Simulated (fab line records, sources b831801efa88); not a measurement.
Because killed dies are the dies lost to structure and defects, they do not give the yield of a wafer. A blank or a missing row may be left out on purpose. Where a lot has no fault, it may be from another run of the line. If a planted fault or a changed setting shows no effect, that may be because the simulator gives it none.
Chamber matching | flow sky130 | SKY_LI_CONTACT_CMP_24 on cmp-01: 4 sister chambers
The step polishes, stops on PSG, t overpolish 20 s, target thk 0 nm. 8 wafers are shown with their chamber, then 11 later ones without.

== EACH WAFER AND ITS CHAMBER ==
wafer  | chamber | motor-current-A (A) | time-to-endpoint-s (s)
L082.1 | 3       | 10.3                | 94
L082.3 | 1       | 12.9                | 97
L084.5 | 0       | 12.3                | 96
L084.6 | 3       | 9.8                 | 96
L087.3 | 2       | 11.0                | 92
L087.5 | 2       | 11.3                | 94
L087.6 | 1       | 12.8                | 97
L089.1 | 0       | 12.3                | 98

== WAFERS MISSING THEIR CHAMBER ==
wafer  | motor-current-A (A) | time-to-endpoint-s (s)
L089.5 | 11.5                | 95
L089.6 | 9.9                 | 94
L091.1 | 9.7                 | 97
L091.4 | 11.4                | 96
L091.6 | 10.5                | 92
L095.3 | 10.4                | 97
L095.5 | 12.2                | 97
L095.6 | 12.8                | 97
L096.2 | 10.5                | 97
L096.4 | 11.5                | 101
L096.5 | 11.3                | 97

== CHAMBER TAKEN BY EACH ==
wafer  | from the rows above     | in truth
L089.5 | can't be placed: 2 or 0 | 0
L089.6 | 3                       | 3
L091.1 | 3                       | 3
L091.4 | can't be placed: 2 or 0 | 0
L091.6 | can't be placed: 2 or 3 | 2
L095.3 | 3                       | 3
L095.5 | 0                       | 0
L095.6 | 1                       | 1
L096.2 | can't be placed: 3 or 2 | 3
L096.4 | can't be placed: 0 or 2 | 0
L096.5 | can't be placed: 2 or 0 | 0
Correct placement for 5 of the 11. These rows do not allow placing 6 (true chamber among the candidates in 6). Wrongly placed: 0.
How it was worked out, from the rows above alone: a wafer's distance from a chamber is the root of the sum, over the readings, of the square of ((its reading less the chamber's mean) divided by the reading's scatter). If the next closest chamber is less than 2 further off than the closest, the wafer can't be placed; otherwise it belongs to the closest. A chamber's mean is the mean of its shown wafers. How the scatter is found: for the shown wafers, subtract from each reading the mean of its chamber, square and add these, divide the total by (wafers less chambers), then take the root.
